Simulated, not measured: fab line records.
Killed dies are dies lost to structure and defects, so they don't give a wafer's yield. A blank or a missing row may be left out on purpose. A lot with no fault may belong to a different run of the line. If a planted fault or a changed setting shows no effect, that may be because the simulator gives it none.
Chamber matching :: flow sky130 :: cmp-02 running SKY_CONTACT_CMP_04: 4 sister chambers
The step polishes SiO2. 4 wafers are shown with their chamber, then 10 later ones without.

== WAFERS, EACH WITH ITS CHAMBER ==
wafer: L084.1
chamber: 0
motor current A (A): 10.1

wafer: L084.4
chamber: 1
motor current A (A): 12.9

wafer: L087.4
chamber: 3
motor current A (A): 12.1

wafer: L090.5
chamber: 2
motor current A (A): 11.9

== WAFERS MISSING THEIR CHAMBER ==
wafer: L090.6
motor current A (A): 12.0

wafer: L092.1
motor current A (A): 10.2

wafer: L092.2
motor current A (A): 12.6

wafer: L092.4
motor current A (A): 11.9

wafer: L094.1
motor current A (A): 12.4

wafer: L094.2
motor current A (A): 11.8

wafer: L094.6
motor current A (A): 9.8

wafer: L095.1
motor current A (A): 10.0

wafer: L095.2
motor current A (A): 12.8

wafer: L095.3
motor current A (A): 12.5

== EACH ONE'S CHAMBER ==
wafer: L090.6
from the rows above: can't be placed: 2 or 3
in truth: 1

wafer: L092.1
from the rows above: 0
in truth: 0

wafer: L092.2
from the rows above: can't be placed: 1 or 3 or 2
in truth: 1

wafer: L092.4
from the rows above: can't be placed: 2 or 3
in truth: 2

wafer: L094.1
from the rows above: can't be placed: 3 or 1 or 2
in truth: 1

wafer: L094.2
from the rows above: can't be placed: 2 or 3
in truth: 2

wafer: L094.6
from the rows above: 0
in truth: 0

wafer: L095.1
from the rows above: 0
in truth: 0

wafer: L095.2
from the rows above: 1
in truth: 1

wafer: L095.3
from the rows above: can't be placed: 1 or 3 or 2
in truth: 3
4 of 10 placed correctly. Cannot be placed on the basis of these rows: 6; the candidates contain the true chamber in 5. Placed wrongly: 0.
How it was worked out, from the rows above alone: a wafer's distance from a chamber is the root of the sum, over the readings, of the square of ((its reading less the chamber's mean) divided by the reading's scatter). If the next closest chamber is less than 2 further off than the closest, the wafer can't be placed; otherwise it belongs to the closest. Each chamber's mean is taken over the wafers shown for it. The scatter: with one shown wafer a chamber, the root of the mean of the squares of how far each hidden wafer lies from its nearest shown one.
